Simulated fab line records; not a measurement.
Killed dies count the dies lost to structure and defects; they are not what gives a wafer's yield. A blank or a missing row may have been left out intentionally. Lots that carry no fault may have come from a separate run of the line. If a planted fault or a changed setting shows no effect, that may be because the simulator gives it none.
Which tool was responsible? / flow sky130 / route of 708 steps, sampled at 1 step: 12 lots, 36 wafers

## WHAT THE GAUGES READ, wafer by wafer
SKY_SD_P_TW_MEAS_11. Usual: for SD_P_TW the level is 2844 and the standard deviation is 13.
lot=L951; measured=day 26 03:04; on=film metro-01; SD_P_TW=2876 2847 2861; flag=
lot=L953; measured=day 26 22:34; on=film metro-04; SD_P_TW=2823 2846 2835; flag=
lot=L955; measured=day 27 18:06; on=film metro-02; SD_P_TW=2872 2849 2870; flag=
lot=L956; measured=day 28 06:50; on=film metro-01; SD_P_TW=2845 2840 2839; flag=
lot=L957; measured=day 28 13:23; on=film metro-01; SD_P_TW=2821 2826 2840; flag=
lot=L958; measured=day 28 19:01; on=film metro-01; SD_P_TW=2852 2851 2854; flag=
lot=L959; measured=day 29 01:18; on=film metro-01; SD_P_TW=2839 2853 2872; flag=
lot=L964; measured=day 30 09:59; on=film metro-01; SD_P_TW=2857 2849 2844; flag=
lot=L966; measured=day 31 09:39; on=film metro-02; SD_P_TW=2828 2833 2829; flag=
lot=L967; measured=day 31 15:18; on=film metro-02; SD_P_TW=2844 2836 2842; flag=
lot=L969; measured=day 32 08:35; on=film metro-02; SD_P_TW=2847 2832 2831; flag=
lot=L972; measured=day 33 09:10; on=film metro-04; SD_P_TW=2843 2860 2873; flag=

## WHAT TOOL EACH LOT RAN ON (gives the tool, then ch and the chambers of the sampled wafers, and finally the start)
The record shows no process step preceding these readings.

## AS READ BY THE TOOLS THEMSELVES (means over the sampled wafers that have a number; for cases with no such wafer, the mark the record gives instead)
The record holds no such reading with a usual standard deviation.

## THE ANSWER, worked out from the rows above alone
Rule: a lot is off if the mean of its wafers that have a number lies more than 3 standard deviations from the usual mean. A lot without any number at a reading at which 4 lots or more have one is off too. All remaining lots with rows at the step are treated as sound. The gauges are gone through in route order, then the tools' own readings, and for those a lot's mean is taken as printed above. The first step at which some lot is off is used, and at that step the reading that is off furthest; a lot without a number counts as furthest.
No lot is off on any of the readings shown, so nothing can be concluded from this.

## WHAT WAS PUT IN BY THE SIMULATOR
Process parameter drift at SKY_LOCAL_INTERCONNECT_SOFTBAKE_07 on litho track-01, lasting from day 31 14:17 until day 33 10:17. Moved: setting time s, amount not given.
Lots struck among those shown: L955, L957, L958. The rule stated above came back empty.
